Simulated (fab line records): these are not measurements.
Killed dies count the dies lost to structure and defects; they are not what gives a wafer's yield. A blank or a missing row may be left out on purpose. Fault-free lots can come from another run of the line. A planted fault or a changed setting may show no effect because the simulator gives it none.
The tool behind it: which one? -- flow sky130 -- 13 lots with 39 wafers sampled at 5 steps, on a route of 708 steps

WHAT THE GAUGES READ, wafer by wafer
SKY_LDD_N_OVL_MEAS_07.
lot,measured,on,LDD_N_OVL (nm)
L311,day 18 05:21,overlay-02,2.3 0.7 2.4
L316,day 19 22:35,overlay-01,1.3 2.2 -0.1
L317,day 20 13:26,overlay-02,-2.1 -0.8 -1.5
L318,day 20 20:56,overlay-01,1.8 0.1 0.6
L319,day 21 06:38,overlay-01,0.2 -1.0 -0.5
L320,day 21 15:21,overlay-01,-1.3 1.0 0.4
L321,day 21 22:24,overlay-02,1.3 1.0 1.4
L322,day 22 04:50,overlay-02,1.0 0.5 -0.2
L323,day 22 17:08,overlay-01,-1.1 -0.6 -0.5
L324,day 22 18:57,overlay-01,-1.3 1.5 0.0
L325,day 23 07:59,overlay-02,-2.6 -2.0 -0.1
L332,day 26 04:44,overlay-02,0.5 -0.1 -1.9
L333,day 26 23:11,overlay-02,0.9 0.4 2.4

SKY_LDD_HVP_OVL_MEAS_07.
lot,measured,on,LDD_HVP_OVL (nm)
L311,day 22 02:11,overlay-02,-0.3 -0.9 -1.6
L316,day 23 18:14,overlay-01,0.4 0.3 0.8
L317,day 24 07:38,overlay-02,-1.3 0.9 -2.0
L318,day 24 16:50,overlay-01,-1.2 -1.4 -1.3
L319,day 25 00:47,overlay-02,-0.7 -0.8 0.3
L320,day 25 09:23,overlay-02,0.8 -0.3 0.0
L321,day 25 17:36,overlay-02,0.4 -0.9 -0.4
L322,day 25 22:41,overlay-02,-0.4 -0.4 0.1
L323,day 26 10:17,overlay-01,-1.4 0.9 1.6
L324,day 26 10:59,overlay-01,2.6 0.2 -0.2
L325,day 26 23:47,overlay-02,-0.2 0.7 2.1
L332,day 29 18:20,overlay-02,0.8 -2.7 -0.7
L333,day 30 13:41,overlay-01,0.9 -0.7 -0.7

SKY_LDD_LDN_TW_MEAS_13.
lot,measured,on,LDD_LDN_TW
L311,day 23 09:40,film_metro-04,1481 1482 1481
L316,day 25 00:46,film_metro-02,1496 1500 1490
L317,day 25 14:55,film_metro-04,1485 1489 1492
L318,day 25 23:23,film_metro-04,1486 1484 1490
L319,day 26 06:41,film_metro-02,1487 1488 1489
L320,day 26 15:11,film_metro-04,1494 1475 1483
L321,day 26 22:49,film_metro-03,1560 1561 1567 1558 1568 1559
L322,day 27 03:53,film_metro-02,1491 1488 1500
L323,day 27 16:48,film_metro-02,1591 1593 1589 1584 1591 1586
L324,day 27 16:48,film_metro-04,1478 1492 1488
L325,day 28 04:47,film_metro-02,1498 1502 1499
L332,day 30 22:31,film_metro-03,1459 1456 1460
L333,day 31 17:53,film_metro-02,1485 1481 1490

SKY_POLY_CUT_OVL_MEAS_09.
lot,measured,on,POLY_CUT_OVL (nm)
L311,day 24 22:53,overlay-01,-1 -2 -4
L316,day 26 07:46,overlay-02,-11 -3 -4
L317,day 26 21:16,overlay-01,-3 4 2
L318,day 27 06:19,overlay-02,1 -3 -2
L319,day 27 13:12,overlay-01,2 2 -3
L320,day 27 21:21,overlay-01,2 -6 8
L321,day 28 04:13,overlay-02,1 -9 -14
L322,day 28 09:13,overlay-01,6 -6 2
L323,day 29 02:42,overlay-02,-8 -4 -9
L324,day 29 02:46,overlay-01,4 -11 -6
L325,day 29 10:18,overlay-02,0 -9 1
L332,day 32 04:33,overlay-01,-9 0 -4
L333,day 32 22:34,overlay-02,2 2 2

WHICH TOOL RAN EACH LOT (tool, then ch and the chambers of the sampled wafers, then the start)
lot,SKY_LDD_LDN_IMPLANT_10
L311,"implanter-01 ch 0, day 23 09:17"
L316,"implanter-01 ch 0, day 25 00:22"
L317,"implanter-02 ch 0, day 25 14:31"
L318,"implanter-02 ch 0, day 25 23:00"
L319,"implanter-04 ch 0, day 26 06:17"
L320,"implanter-01 ch 0, day 26 14:47"
L321,"implanter-04 ch 0, day 26 22:08"
L322,"implanter-04 ch 0, day 27 03:31"
L323,"implanter-02 ch 0, day 27 16:06"
L324,"implanter-01 ch 0, day 27 16:26"
L325,"implanter-02 ch 0, day 28 04:23"
L332,"implanter-01 ch 0, day 30 22:07"
L333,"implanter-01 ch 0, day 31 17:31"
- SKY_LDD_LDN_IMPLANT_10

WHAT THE TOOLS THEMSELVES READ (means of the sampled wafers that have a number; where no wafer has one, the mark that the record gives instead)
SKY_LDD_LDN_IMPLANT_10.
lot,tool,rotation_deg (degrees)
L311,implanter-01,202.96
L316,implanter-01,202.99
L317,implanter-02,203.03
L318,implanter-02,203.02
L319,implanter-04,202.97
L320,implanter-01,202.97
L321,implanter-04,202.97
L322,implanter-04,203.00
L323,implanter-02,203.00
L324,implanter-01,202.97
L325,implanter-02,202.98
L332,implanter-01,203.03
L333,implanter-01,203.02

THE ANSWER, worked out from the rows above alone
Rule: the usual values come from the lots themselves. Put in order of their means at a reading, lots are off if they are a third of the lots or fewer, leave a main group of 4 or more, and stand apart from it by a gap of 3 or more times the standard deviation of the main group's means; of several such gaps the widest counts. If all means in a main group match to the digits the tables above print for the reading, that group is not used. Also off: a lot with no number at a reading for which 4 or more lots have one. The other lots that the step has rows for count as sound. Order of review: gauges by route order, followed by the tools' own readings, for which a lot's mean as printed above is used. The first step at which some lot is off is used, and at that step the reading that is off furthest; a lot without a number counts as furthest.
Off: at SKY_LDD_LDN_TW_MEAS_13 (LDD_LDN_TW), L321, L323. Mean 1486 and standard deviation 10 in the main group.
A tool fits if, at a process step before that reading, it ran every lot that is off, and no sound lot after the first of them. Those tools and the gauges at SKY_LDD_LDN_TW_MEAS_13 are tried in the same way. Not one of the candidates tried fits.

WHAT THE SIMULATOR PUT IN
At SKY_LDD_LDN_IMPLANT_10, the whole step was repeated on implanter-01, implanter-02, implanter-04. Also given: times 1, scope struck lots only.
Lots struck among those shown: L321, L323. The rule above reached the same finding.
